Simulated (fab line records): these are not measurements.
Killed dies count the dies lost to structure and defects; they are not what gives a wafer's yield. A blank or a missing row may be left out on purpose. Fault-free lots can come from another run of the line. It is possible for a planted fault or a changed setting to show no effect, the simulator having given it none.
Chamber matching | flow sfq_line | 4 sister chambers for SFQ_TRILAYER_I3_CMP_CMP_082 on cmp-02
The step polishes SiO2. 18 wafers are shown with their chamber, then 8 later ones without.

== WAFERS PAIRED WITH THEIR CHAMBERS ==
wafer  | chamber | motor_current_A (A) | time_to_endpoint_s (s) | platen_rpm (rpm)
L289.3 | 3       | 11.4                | 213                    | 59.97
L289.2 | 2       | 10.5                | 227                    | 60.03
L289.5 | 0       | 9.1                 | 230                    | 60.09
L291.1 | 1       | 8.7                 | 199                    | 60.01
L291.3 | 2       | 10.5                | 223                    | 59.96
L291.6 | 2       | 10.4                | 222                    | 59.97
L294.1 | 2       | 9.4                 | 210                    | 60.01
L294.2 | 3       | 11.5                | 212                    | 60.03
L294.3 | 0       | 9.5                 | 228                    | 60.06
L296.2 | 3       | 11.5                | 220                    | 60.06
L296.1 | 1       | 8.8                 | 208                    | 59.96
L296.6 | 0       | 10.2                | 228                    | 59.99
L298.1 | 0       | 9.8                 | 220                    | 60.03
L298.3 | 3       | 11.5                | 226                    | 59.98
L298.6 | 3       | 11.4                | 228                    | 59.97
L299.3 | 3       | 11.6                | 206                    | 59.97
L299.5 | 2       | 10.2                | 214                    | 59.98
L299.6 | 1       | 8.6                 | 211                    | 59.97

SIGNATURES (means of the wafers above)
reading            | chamber 0 | chamber 1 | chamber 2 | chamber 3 | scatter within a chamber
motor_current_A    | 9.650     | 8.700     | 10.200    | 11.483    | 0.334
time_to_endpoint_s | 226.50    | 206.00    | 219.20    | 217.50    | 7.09
platen_rpm         | 60.0425   | 59.9800   | 59.9900   | 59.9967   | 0.0357
Rule: a wafer's distance from a chamber is the root of the sum, over the readings, of the square of ((its reading less the chamber's mean) divided by the reading's scatter). The wafer belongs to the nearest chamber; if the next one is less than 2 further off, it can't be placed. How the scatter is found: for the shown wafers, subtract from each reading the mean of its chamber, square and add these, divide the total by (wafers less chambers), then take the root.

== WAFERS MISSING THEIR CHAMBER ==
wafer  | motor_current_A (A) | time_to_endpoint_s (s) | platen_rpm (rpm)
L300.1 | 10.3                | 208                    | 60.02
L300.2 | 11.4                | 210                    | 59.98
L300.6 | 8.7                 | 213                    | 59.96
L306.2 | 10.2                | 214                    | 59.99
L306.6 | 8.8                 | 205                    | 60.05
L312.2 | 11.2                | 212                    | 60.01
L312.5 | 10.8                | 223                    | 60.02
L312.6 | 10.9                | 220                    | 60.01

== WHICH CHAMBER EACH WENT THROUGH ==
wafer  | from the rows above          | in truth
L300.1 | can't be placed: 2 or 0      | 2
L300.2 | 3                            | 3
L300.6 | 1                            | 1
L306.2 | 2                            | 2
L306.6 | can't be placed: 1 or 0      | 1
L312.2 | 3                            | 3
L312.5 | can't be placed: 2 or 3 or 0 | 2
L312.6 | can't be placed: 3 or 2      | 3
Correct placement for 4 of the 8. Unplaceable from these rows: 4, with the true chamber sitting among the candidates in 4. 0 placed wrongly.
